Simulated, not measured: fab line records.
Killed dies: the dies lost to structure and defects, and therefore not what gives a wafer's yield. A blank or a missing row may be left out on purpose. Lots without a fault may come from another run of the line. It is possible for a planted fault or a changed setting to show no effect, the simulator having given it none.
One fault through the eyes of 2 desks / flow sky130 / each desk has only its own numbers; what lay behind them comes last

TOOL OWNER'S DESK, pvd_sputter-02
At SKY_VIA2_SPUTTER_20 (material TiN, target thk 20 nm, time 80 s) the tool's own readings: per lot run on this tool, the mean of the sampled wafers that have a number. The brackets show how far a lot's mean lies from the usual mean; more than 4 standard deviations puts the lot out of limits, marked OUT.
Columns: A = throttle_valve_pct at SKY_VIA2_SPUTTER_20, usual 30.5 %
lot=L127; first seen here=day 36 09:04; A=30.1
lot=L129; first seen here=day 36 17:05; A=30.2
lot=L130; first seen here=day 37 01:38; A=30.0
lot=L131; first seen here=day 37 15:41; A=30.1
lot=L132; first seen here=day 37 23:37; A=30.7
lot=L136; first seen here=day 39 02:59; A=30.7
lot=L137; first seen here=day 39 09:49; A=30.4
lot=L138; first seen here=day 39 22:40; A=31.0
lot=L140; first seen here=day 40 07:08; A=31.2
lot=L144; first seen here=day 41 15:02; A=30.7
lot=L147; first seen here=day 42 10:10; A=30.1
Finding of this desk: none of the 11 lots has anything out of limits.

AT THE METROLOGY DESK
Means of the sampled wafers that have a number, per lot and without regard to the tool the lot ran on: this is what the gauges read. The brackets show how far a lot's mean lies from the usual mean; more than 4 standard deviations puts the lot out of limits, marked OUT.
Columns: A = METAL4_OVL at SKY_METAL4_OVL_MEAS_14, usual -2 nm
lot=L127; first seen here=day 41 18:20; A=2
lot=L129; first seen here=day 42 01:53; A=-7
lot=L130; first seen here=day 42 09:13; A=1
lot=L131; first seen here=day 42 21:57; A=4
lot=L132; first seen here=day 43 05:01; A=-2
lot=L136; first seen here=day 44 06:19; A=0
lot=L137; first seen here=day 44 11:48; A=-4
lot=L138; first seen here=day 45 00:29; A=-1
lot=L140; first seen here=day 45 06:53; A=-3
lot=L144; first seen here=day 46 11:06; A=-2
lot=L147; first seen here=day 47 04:10; A=-9
lot=L150; first seen here=day 47 19:07; A=-2
Finding of this desk: none of the 12 lots has anything out of limits.

ALL TOGETHER
Nothing out of limits was seen by the tool owner's desk.
Nothing out of limits was seen by the metrology desk.

WHAT THE SIMULATOR PUT IN
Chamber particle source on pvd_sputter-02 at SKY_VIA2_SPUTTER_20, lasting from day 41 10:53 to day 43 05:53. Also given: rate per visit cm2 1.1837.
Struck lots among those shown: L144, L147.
